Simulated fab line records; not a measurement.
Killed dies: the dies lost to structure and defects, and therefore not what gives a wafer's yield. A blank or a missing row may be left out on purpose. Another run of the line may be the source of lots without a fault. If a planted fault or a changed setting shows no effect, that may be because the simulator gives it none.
fab line records	flow sky130
record: lots: 6	wafers: 18	last_day: 50
route steps=708 shown VIA2@524 METAL3@532 CAPM@537 PAD_OPEN@708
lots that met no fault: taken from a fault-free run of the same line
start_h: hours from the record's first day to the start of the lot's first wafer shown	wait_h: how many hours have passed since the lot's step before this one	" repeats the value in the row above	L1.1+2: a single row standing in for several wafers	- value missing, or start not given	* or withheld: withheld	< > ~ a bound
route shown NAME@n: names a module that has steps shown in the file, with the first one's number in the route	usual: average and standard deviation across the fault-free wafers	same: alike in all rows	chamber/n: place in a boat	sites: the reading at each site	_std_site: the standard deviation of these	_edge_site: mean of outer sites minus mean of inner sites	radius_mm: for every site, how far away it sits from the centre of the wafer	mask NAME#n: copy n	behind: the last tool/chamber to shape the wafer	hold: what put the lot on hold/how long, in hours/how the hold closed	device: whichever transistor did not switch (one of n, p or np)	end of line: the same wafers' tests at the end of the route	a step without rows: its recipe alone	killed: count of dies lost to structure and defects at first sort (not the wafer's yield)	map: a wafer's dies, marking killed ones x, the rest . and places with no die _
set.NAME: the setting as run; set.NAME@STEP: as run at that earlier step	model.NAME: the simulator's own value behind a step, which no gauge read
certain route steps with their lots: each step a table, each wafer a row
services: the hour from which a tool's chamber was out of use, counted from the record's first day as start_h (under 0 if before that day), plus the number of hours and why
== steps ==
step: SKY_VIA2_STRIP_17
recipe: chemistry: post_etch_residue_remover	time_s: 1200	temp_c: 72.5
step: SKY_VIA2_CLEAN_18
recipe: chemistry: IPA	time_s: 180	temp_c: 25
step: SKY_VIA2_CLEAN_19
recipe: chemistry: O3/DIW	dry: n2_spin
step: SKY_VIA2_SPUTTER_20
recipe: material: TiN	target_thk_nm: 20	chamber_pressure_pa: 5	power_w: 4000	time_s: 80
usual: cathode_dc_power_W: 4000.0/0.72	chamber_pressure_pa: 5.001/0.011	throttle_valve_pct: 29.9/0.91
lot.wafer	tool	chamber	start_h	wait_h	cathode_dc_power_W	chamber_pressure_pa	throttle_valve_pct
L622.2	pvd_sputter-02	-	864.85	0.0	3999.5	4.990	31.6
L622.3	"	-	"	"	4000.7	5.004	30.2
L622.6	"	-	"	"	4000.9	5.000	30.1
L632.3	pvd_sputter-04	-	935.53	0.0	4000.2	5.004	30.9
L632.5	"	-	"	"	4000.1	4.990	30.3
L632.6	"	-	"	"	4001.8	5.004	29.4
L633.1	pvd_sputter-02	-	942.13	0.0	3999.6	4.999	30.6
L633.2	"	-	"	"	3999.4	5.028	30.4
L633.4	"	-	"	"	3999.8	5.010	28.4
L634.2	pvd_sputter-02	-	946.65	0.0	4000.2	5.010	30.6
L634.4	"	-	"	"	4000.2	5.010	30.1
L634.6	"	-	"	"	3999.7	5.008	30.2
L635.1	pvd_sputter-04	-	956.17	0.0	4000.4	5.000	31.2
L635.5	"	-	"	"	4000.0	5.002	31.2
L635.6	"	-	"	"	3999.2	4.992	31.0
L645.2	pvd_sputter-02	-	1020.33	0.0	4000.5	5.007	28.3
L645.4	"	-	"	"	3999.2	4.995	31.2
L645.5	"	-	"	"	4001.0	5.032	30.6
step: SKY_VIA2_CVD_21
recipe: material: W	target_thk_nm: 420	time_s: 126.4	temp_c: 400	pressure_torr: 40
usual: heater_power_w: 919/24
lot.wafer	tool	chamber	start_h	wait_h	heater_power_w
L622.2	cvd_w-02	1	864.91	0.0	941
L622.3	"	1	"	"	936
L622.6	"	1	"	"	942
L632.3	cvd_w-02	1	935.63	0.1	929
L632.5	"	0	"	"	922
L632.6	"	1	"	"	946
L633.1	cvd_w-02	0	942.19	0.0	937
L633.2	"	1	"	"	937
L633.4	"	1	"	"	947
L634.2	cvd_w-02	0	946.71	0.0	930
L634.4	"	0	"	"	932
L634.6	"	0	"	"	919
L635.1	cvd_w-01	0	956.23	0.0	863
L635.5	"	1	"	"	887
L635.6	"	0	"	"	891
L645.2	cvd_w-01	1	1020.39	0.0	890
L645.4	"	0	"	"	888
L645.5	"	1	"	"	887
step: SKY_VIA2_RS_MEAS_22
recipe: thk_meas_gauge: four-point-probe	reads: W_of_VIA2_CVD_21+TiN_of_VIA2_SPUTTER_20
usual: VIA2_W_RS: 0.2712/0.0027
lot.wafer	tool	chamber	start_h	wait_h	VIA2_W_RS[ohm/sq]
L622.2	film_metro-01	-	865.06	0.1	0.2749
L622.3	"	-	"	"	0.2781
L622.6	"	-	"	"	0.2783
L632.3	film_metro-04	-	935.76	0.1	0.2724
L632.5	"	-	"	"	0.2716
L632.6	"	-	"	"	0.2742
L633.1	film_metro-02	-	942.32	0.1	0.2727
L633.2	"	-	"	"	0.2707
L633.4	"	-	"	"	0.2742
L634.2	film_metro-02	-	946.86	0.1	0.2702
L634.4	"	-	"	"	0.2704
L634.6	"	-	"	"	0.2661
L635.1	film_metro-02	-	956.36	0.1	0.2712
L635.5	"	-	"	"	0.2715
L635.6	"	-	"	"	0.2718
L645.2	film_metro-01	-	1020.54	0.1	0.2702
L645.4	"	-	"	"	0.2717
L645.5	"	-	"	"	0.2702
step: SKY_VIA2_THK_MEAS_23
recipe: thk_meas_gauge: xrf	reads: W_of_VIA2_CVD_21
usual: VIA2_W_THK: 424/9.3
lot.wafer	tool	chamber	start_h	wait_h	VIA2_W_THK[nm]
L622.2	film_metro-01	-	865.17	0.1	423
L622.3	"	-	"	"	420
L622.6	"	-	"	"	421
L632.3	film_metro-04	-	935.86	0.1	423
L632.5	"	-	"	"	425
L632.6	"	-	"	"	417
L633.1	film_metro-02	-	942.44	0.1	414
L633.2	"	-	"	"	418
L633.4	"	-	"	"	412
L634.2	film_metro-02	-	946.97	0.1	419
L634.4	"	-	"	"	416
L634.6	"	-	"	"	426
L635.1	film_metro-02	-	956.48	0.1	417
L635.5	"	-	"	"	418
L635.6	"	-	"	"	418
L645.2	film_metro-01	-	1020.65	0.1	442
L645.4	"	-	"	"	441
L645.5	"	-	"	"	439
step: SKY_VIA2_CMP_24
recipe: stop_on: SiO2	t_overpolish_s: 20	down_force_psi: 3.5	platen_rpm: 60	target_thk_nm: 0	pad_velocity_m_s: 0.94248
usual: head_pressure_psi: 3.501/0.0067	motor_current_A: 11.4/1.4	overpolish_run_s: 20.000/0.009	slurry_flow_ml_min: 150.0/0.44	time_to_endpoint_s: 101/4.8
lot.wafer	tool	chamber	start_h	wait_h	head_pressure_psi	motor_current_A	overpolish_run_s	slurry_flow_ml_min	time_to_endpoint_s
L622.3	cmp-01	0	865.27	0.1	3.498	13.3	20.003	149.8	94
L622.2	"	1	"	"	3.507	11.3	20.000	149.3	103
L622.6	"	3	"	"	3.503	10.3	19.990	150.0	94
L632.3	cmp-01	0	935.95	0.1	3.493	12.4	19.986	150.7	94
L632.6	"	3	"	"	3.495	10.6	19.990	150.6	99
L632.5	"	0	"	"	3.505	12.7	19.992	150.5	94
L633.4	cmp-01	0	942.50	0.0	3.500	12.7	19.994	150.3	95
L633.1	"	1	"	"	3.499	10.8	20.002	150.1	102
L633.2	"	3	"	"	3.501	10.9	19.994	151.1	102
L634.4	cmp-02	0	947.13	0.1	3.511	12.0	19.990	149.3	111
L634.2	"	1	"	"	3.497	10.9	20.002	150.8	113
L634.6	"	0	"	"	3.505	12.2	19.982	149.6	110
L635.1	cmp-01	0	956.54	0.1	3.492	12.7	20.004	149.6	101
L635.5	"	0	"	"	3.506	13.1	19.984	149.7	101
L635.6	"	1	"	"	3.507	11.5	19.988	149.7	109
L645.2	cmp-01	3	1020.80	0.1	3.501	10.4	19.994	149.9	107
L645.4	"	0	"	"	3.496	12.9	20.000	150.0	99
L645.5	"	1	"	"	3.505	10.8	19.999	150.1	104
step: SKY_METAL3_SPUTTER_00
recipe: material: Ti	target_thk_nm: 15	power_w: 3000	time_s: 10	chamber_pressure_pa: 0.4
step: SKY_METAL3_SPUTTER_01
recipe: material: TiN	target_thk_nm: 20	power_w: 6500	time_s: 16.7	chamber_pressure_pa: 0.4
usual: cathode_dc_power_W: 6500.1/1.1	chamber_pressure_pa: 0.4001/0.00076	throttle_valve_pct: 29.7/0.93
lot.wafer	tool	chamber	start_h	wait_h	cathode_dc_power_W	chamber_pressure_pa	throttle_valve_pct
L622.2	pvd_sputter-03	-	865.54	0.0	6500.6	0.3993	29.4
L622.3	"	-	"	"	6500.3	0.3996	29.2
L622.6	"	-	"	"	6501.7	0.3996	29.3
L632.3	pvd_sputter-02	-	936.22	0.0	6498.9	0.4010	30.3
L632.5	"	-	"	"	6499.3	0.3995	31.4
L632.6	"	-	"	"	6499.5	0.4007	30.0
L633.1	pvd_sputter-01	-	942.82	0.0	6500.2	0.4013	29.9
L633.2	"	-	"	"	6500.1	0.3995	30.2
L633.4	"	-	"	"	6499.1	0.4004	28.6
L634.2	pvd_sputter-02	-	947.40	0.0	6501.1	0.3993	28.5
L634.4	"	-	"	"	6497.0	0.4005	30.2
L634.6	"	-	"	"	6501.5	0.3992	31.5
L635.1	pvd_sputter-02	-	956.86	0.0	6501.8	0.3992	30.3
L635.5	"	-	"	"	6500.0	0.4005	28.2
L635.6	"	-	"	"	6498.4	0.3999	31.5
L645.2	pvd_sputter-01	-	1021.02	0.0	6502.2	0.3998	30.3
L645.4	"	-	"	"	6499.4	0.4007	30.2
L645.5	"	-	"	"	6500.7	0.3993	28.5
step: SKY_METAL3_SPUTTER_02
recipe: material: AlCu	target_thk_nm: 735	power_w: 10600	time_s: 39.1	chamber_pressure_pa: 0.4
step: SKY_METAL3_SPUTTER_03
recipe: material: Ti	target_thk_nm: 5	power_w: 3000	time_s: 3.3	chamber_pressure_pa: 0.4
step: SKY_METAL3_SPUTTER_04
recipe: material: TiN	target_thk_nm: 70	power_w: 6500	time_s: 58.3	chamber_pressure_pa: 0.4
usual: cathode_dc_power_W: 6500.1/1.2	chamber_pressure_pa: 0.3999/0.0008	throttle_valve_pct: 29.7/0.9
lot.wafer	tool	chamber	start_h	wait_h	cathode_dc_power_W	chamber_pressure_pa	throttle_valve_pct	model.TiN_of_METAL3_SPUTTER_04.thk_nm
L622.2	pvd_sputter-03	-	865.62	0.0	6501.0	0.3999	29.0	69.96
L622.3	"	-	"	"	6499.3	0.3997	28.9	69.65
L622.6	"	-	"	"	6499.2	0.3992	29.2	69.8
L632.3	pvd_sputter-02	-	936.30	0.0	6500.1	0.4003	30.5	69.85
L632.5	"	-	"	"	6499.8	0.3996	31.4	69.18
L632.6	"	-	"	"	6502.4	0.4003	30.1	68.5
L633.1	pvd_sputter-01	-	942.91	0.0	6498.7	0.4001	30.3	70.1
L633.2	"	-	"	"	6500.7	0.3986	30.4	70.59
L633.4	"	-	"	"	6501.0	0.3996	28.4	69.49
L634.2	pvd_sputter-02	-	947.49	0.0	6674.5	0.3990	28.4	72.8
L634.4	"	-	"	"	6672.4	0.4001	30.3	71.6
L634.6	"	-	"	"	6672.7	0.3993	31.3	72.61
L635.1	pvd_sputter-02	-	956.94	0.0	6671.4	0.3996	30.6	73.25
L635.5	"	-	"	"	6674.3	0.3991	28.5	72.88
L635.6	"	-	"	"	6673.6	0.3996	31.6	73.22
L645.2	pvd_sputter-01	-	1021.11	0.0	6499.8	0.4011	30.3	70.07
L645.4	"	-	"	"	6499.5	0.4006	30.2	69.84
L645.5	"	-	"	"	6498.7	0.4003	28.8	69.75
step: SKY_CAPM_CVD_00
recipe: material: SiO2	target_thk_nm: 15.5	temp_c: 400	time_s: withheld	rf_w: 450
usual: heater_power_w: 737/71
lot.wafer	tool	chamber	start_h	wait_h	heater_power_w
L622.2	pecvd-04	1	865.67	0.0	609
L622.3	"	2	"	"	793
L622.6	"	1	"	"	644
L632.3	pecvd-04	1	936.35	0.0	689
L632.5	"	0	"	"	637
L632.6	"	1	"	"	697
L633.1	pecvd-02	1	942.95	0.0	685
L633.2	"	2	"	"	807
L633.4	"	2	"	"	791
L634.2	pecvd-04	2	947.54	0.0	792
L634.4	"	0	"	"	734
L634.6	"	2	"	"	761
L635.1	pecvd-03	1	956.99	0.0	777
L635.5	"	1	"	"	786
L635.6	"	2	"	"	807
L645.2	pecvd-04	0	1021.15	0.0	694
L645.4	"	1	"	"	694
L645.5	"	0	"	"	706
step: SKY_PAD_OPEN_PROBE_99
usual: defect_limited_yield: 82.5/2	killed_at_M0_to_M3: 44/7.4	killed_at_M4_up: 3.0/1.8	killed_at_contacts: 24/5.1	killed_at_front_end: 15/4.3	killed_dies: 86/9.9	killed_on_rim: 17/3.9	killed_open: 47/7.1	killed_short: 38/6.7	sort_bin_3_pad_short: 0.8/0.39	sort_bin_5_function: 10.4/1.5	sort_bin_6_memory: 6.2/1.2	sort_n_pass: 406/9.9	sort_yield_pct: 82.5/2
same: gross_dies: 492	killed_at_back_side: 0	killed_at_other: 0	sort_bin_4_leakage[%]: 0	sort_bin_8_speed[%]: 0
lot.wafer	tool	chamber	start_h	wait_h	defect_limited_yield[%]	killed_at_M0_to_M3	killed_at_M4_up	killed_at_contacts	killed_at_front_end	killed_dies	killed_on_rim	killed_open	killed_short	sort_bin_3_pad_short[%]	sort_bin_5_function[%]	sort_bin_6_memory[%]	sort_n_pass	sort_yield_pct[%]
L622.2	prober-02	-	1090.64	0.1	83.7	35	5	22	18	80	21	42	38	0.6	9.6	6.1	412	83.7
L622.3	prober-02	-	1090.69	0.2	83.1	40	5	23	15	83	13	41	42	1.4	9.8	5.7	409	83.1
L622.6	prober-02	-	1090.84	0.2	86.2	37	1	12	18	68	11	38	30	1.2	7.9	4.7	424	86.2
L632.3	prober-02	-	1145.85	0.2	79.9	49	3	28	19	99	16	57	42	0.8	10.6	8.7	393	79.9
L632.5	prober-02	-	1145.95	0.2	83.1	46	3	24	10	83	20	43	40	0.8	11.0	5.1	409	83.1
L632.6	prober-02	-	1146.00	0.2	82.9	33	3	37	11	84	19	54	30	0.6	9.1	7.3	408	82.9
L633.1	prober-01	-	1149.48	0.1	82.1	34	10	30	14	88	19	46	42	0.8	9.8	7.3	404	82.1
L633.2	prober-01	-	1149.53	0.1	81.1	47	4	24	18	93	14	53	40	1.2	10.6	7.1	399	81.1
L633.4	prober-01	-	1149.63	0.2	83.7	47	6	21	6	80	15	41	39	0.2	9.6	6.5	412	83.7
L634.2	prober-02	-	1155.78	0.1	80.9	34	4	32	24	94	24	50	44	0.8	11.6	6.7	398	80.9
L634.4	prober-02	-	1155.88	0.2	82.1	38	3	23	24	88	19	57	31	0.4	11.4	6.1	404	82.1
L634.6	prober-02	-	1155.98	0.2	81.5	53	2	21	15	91	22	41	50	0.8	11.2	6.5	401	81.5
L635.1	prober-01	-	1161.07	0.1	84.1	39	3	25	11	78	18	39	39	1.6	9.8	4.5	414	84.1
L635.5	prober-01	-	1161.27	0.2	79.5	52	6	27	16	101	25	46	55	1.0	13.0	6.5	391	79.5
L635.6	prober-01	-	1161.32	0.2	82.1	45	6	22	15	88	17	45	43	1.2	10.8	5.9	404	82.1
L645.2	prober-02	-	1208.69	0.1	84.1	32	7	19	20	78	20	45	33	0.6	10.6	4.7	414	84.1
L645.4	prober-02	-	1208.79	0.2	79.1	53	3	31	16	103	17	67	36	0.6	11.0	9.3	389	79.1
L645.5	prober-02	-	1208.84	0.2	81.3	48	0	25	19	92	11	43	49	1.6	10.0	7.1	400	81.3
killed by level:class
L622.2 CONTACT:geometric_particle:open=11 VIA1:geometric_particle:open=7 CONTACT:geometric_particle:short=6 FIELD_ISO:geometric_particle:short=5 VIA1:geometric_particle:short=5 METAL2:geometric_particle:short=5 VIA2:geometric_particle:open=5 POLY_GATE:geometric_particle:open=4
L622.3 VIA1:geometric_particle:open=11 CONTACT:geometric_particle:open=9 VIA2:geometric_particle:open=6 VIA1:geometric_particle:short=6 POLY_GATE:geometric_particle:short=5 LOCAL_INTERCONNECT:geometric_particle:short=5 METAL4:geometric_particle:short=5 METAL1:geometric_particle:short=4
L622.6 VIA1:geometric_particle:open=9 VIA2:geometric_particle:open=7 LI_CONTACT:geometric_particle:open=6 FIELD_ISO:geometric_particle:open=5 FIELD_ISO:geometric_particle:short=5 METAL1:geometric_particle:short=4 VIA1:geometric_particle:short=4 VIA2:geometric_particle:short=4
L632.3 VIA2:geometric_particle:open=12 VIA1:geometric_particle:open=10 LI_CONTACT:geometric_particle:open=9 POLY_GATE:geometric_particle:short=7 CONTACT:geometric_particle:short=6 POLY_GATE:geometric_particle:open=6 LI_CONTACT:geometric_particle:short=5 CONTACT:geometric_particle:open=5
L632.5 CONTACT:geometric_particle:open=10 CONTACT:geometric_particle:short=8 VIA1:geometric_particle:open=8 VIA2:geometric_particle:open=8 METAL1:geometric_particle:short=7 VIA1:geometric_particle:short=5 VIA3:geometric_particle:open=5 POLY_GATE:geometric_particle:short=4
L632.6 CONTACT:geometric_particle:open=16 LI_CONTACT:geometric_particle:open=9 VIA1:geometric_particle:open=9 LOCAL_INTERCONNECT:geometric_particle:short=6 VIA3:geometric_particle:open=5 VIA1:geometric_particle:short=4 FIELD_ISO:geometric_particle:open=3 CONTACT:geometric_particle:short=3
L633.1 VIA1:geometric_particle:open=11 CONTACT:geometric_particle:open=8 METAL4:geometric_particle:short=7 LI_CONTACT:geometric_particle:open=6 CONTACT:geometric_particle:short=6 VIA2:geometric_particle:open=6 FIELD_ISO:geometric_particle:short=4 LI_CONTACT:geometric_particle:short=4
L633.2 CONTACT:geometric_particle:open=12 VIA1:geometric_particle:open=10 METAL1:geometric_particle:short=9 VIA3:geometric_particle:open=7 METAL2:geometric_particle:short=6 POLY_GATE:geometric_particle:short=5 LI_CONTACT:geometric_particle:open=5 FIELD_ISO:geometric_particle:open=4
L633.4 VIA3:geometric_particle:open=10 METAL2:geometric_particle:short=9 CONTACT:geometric_particle:open=6 VIA1:geometric_particle:open=6 VIA2:geometric_particle:open=5 LI_CONTACT:geometric_particle:open=5 VIA1:geometric_particle:short=4 CONTACT:geometric_particle:short=4
L634.2 VIA1:geometric_particle:open=12 CONTACT:geometric_particle:open=9 LI_CONTACT:geometric_particle:open=9 FIELD_ISO:geometric_particle:short=8 POLY_GATE:geometric_particle:open=6 CONTACT:geometric_particle:short=6 LOCAL_INTERCONNECT:geometric_particle:short=5 VIA1:geometric_particle:short=5
L634.4 VIA1:geometric_particle:open=13 FIELD_ISO:geometric_particle:open=8 LI_CONTACT:geometric_particle:open=8 CONTACT:geometric_particle:open=8 VIA2:geometric_particle:open=6 FIELD_ISO:geometric_particle:short=4 POLY_GATE:geometric_particle:open=4 METAL1:geometric_particle:short=4
L634.6 VIA1:geometric_particle:open=12 VIA1:geometric_particle:short=8 CONTACT:geometric_particle:open=7 METAL1:geometric_particle:short=7 FIELD_ISO:geometric_particle:open=5 METAL3:geometric_particle:short=5 METAL2:geometric_particle:short=5 VIA2:geometric_particle:open=5
L635.1 VIA1:geometric_particle:open=11 CONTACT:geometric_particle:open=9 LI_CONTACT:geometric_particle:open=8 FIELD_ISO:geometric_particle:short=7 VIA3:geometric_particle:short=7 VIA1:geometric_particle:short=5 CONTACT:geometric_particle:short=4 METAL2:geometric_particle:short=4
L635.5 VIA1:geometric_particle:open=11 LOCAL_INTERCONNECT:geometric_particle:short=9 CONTACT:geometric_particle:open=8 VIA1:geometric_particle:short=8 METAL2:geometric_particle:short=8 VIA2:geometric_particle:open=8 FIELD_ISO:geometric_particle:short=6 LI_CONTACT:geometric_particle:open=6
L635.6 VIA1:geometric_particle:open=16 POLY_GATE:geometric_particle:short=7 METAL2:geometric_particle:short=6 VIA1:geometric_particle:short=6 VIA2:geometric_particle:open=5 CONTACT:geometric_particle:open=5 CONTACT:geometric_particle:short=5 METAL1:geometric_particle:short=5
L645.2 VIA1:geometric_particle:open=10 CONTACT:geometric_particle:open=8 FIELD_ISO:geometric_particle:open=7 VIA2:geometric_particle:open=6 METAL4:geometric_particle:short=6 LI_CONTACT:geometric_particle:open=5 FIELD_ISO:geometric_particle:short=4 SPACER:geometric_particle:short=4
L645.4 VIA1:geometric_particle:open=23 CONTACT:geometric_particle:open=14 LI_CONTACT:geometric_particle:open=7 LOCAL_INTERCONNECT:geometric_particle:short=6 VIA1:geometric_particle:short=6 METAL1:geometric_particle:short=5 POLY_GATE:geometric_particle:open=4 SPACER:geometric_particle:short=4
L645.5 VIA1:geometric_particle:open=10 METAL2:geometric_particle:short=10 CONTACT:geometric_particle:short=7 CONTACT:geometric_particle:open=7 FIELD_ISO:geometric_particle:short=6 VIA3:geometric_particle:open=6 LOCAL_INTERCONNECT:geometric_particle:short=5 VIA1:geometric_particle:short=5
== services ==
tool	chamber	start_h	hours	kind
cmp-01	-	841.28	1.0	repair
pvd_sputter-01	-	850.02	2.4	repair
pvd_sputter-02	0	875.04	-	consumable_replace:kit
pvd_sputter-02	0	875.04	18.0	scheduled_down
pvd_sputter-02	0	875.04	18.0	vent_cycle
pecvd-03	0	892.19	7.6	repair
pecvd-02	-	893.14	0.5	repair
pecvd-04	1	898.48	6.2	repair
cvd_w-01	-	904.00	14.0	pm
cmp-02	-	912.00	4.0	pm
pvd_sputter-04	-	932.38	1.5	repair
pecvd-03	-	936.08	14.6	pm
cvd_w-01	-	937.12	2.8	pm
pecvd-02	1	937.23	4.8	repair
pvd_sputter-04	-	941.53	4.7	repair
pecvd-04	-	945.31	2.1	repair
pvd_sputter-01	-	947.22	5.7	repair
pecvd-04	-	955.06	0.8	repair
cvd_w-01	-	968.54	4.3	pm
cmp-01	-	976.73	1.0	repair
pecvd-03	-	991.45	2.8	pm
cmp-01	-	1007.65	2.8	repair
cvd_w-02	0	1017.83	14.9	repair
pvd_sputter-02	-	1020.43	8.2	repair
== key ==
first_sign: step: SKY_METAL3_SPUTTER_04	reading: cathode_dc_power_W	direction: up	sigmas: 99+	usual: 6500.1	struck: 6673.1
effect none on later readings
model_effect: step: SKY_METAL3_SPUTTER_04	value: TiN_of_METAL3_SPUTTER_04.thk_nm	without: 70.88	struck: 72.73
met_at SKY_METAL3_SPUTTER_04
struck_wafers L634.2,L634.4,L634.6,L635.1,L635.5,L635.6
onset_between 936.30 947.49
fault: kind: process_parameter_drift	tool: pvd_sputter-02	chamber: -	onset_h: 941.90	steps: SKY_METAL3_SPUTTER_04	channel: power_w	offset: *	shape: step	end_h: 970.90	acts_in: *	stated: *
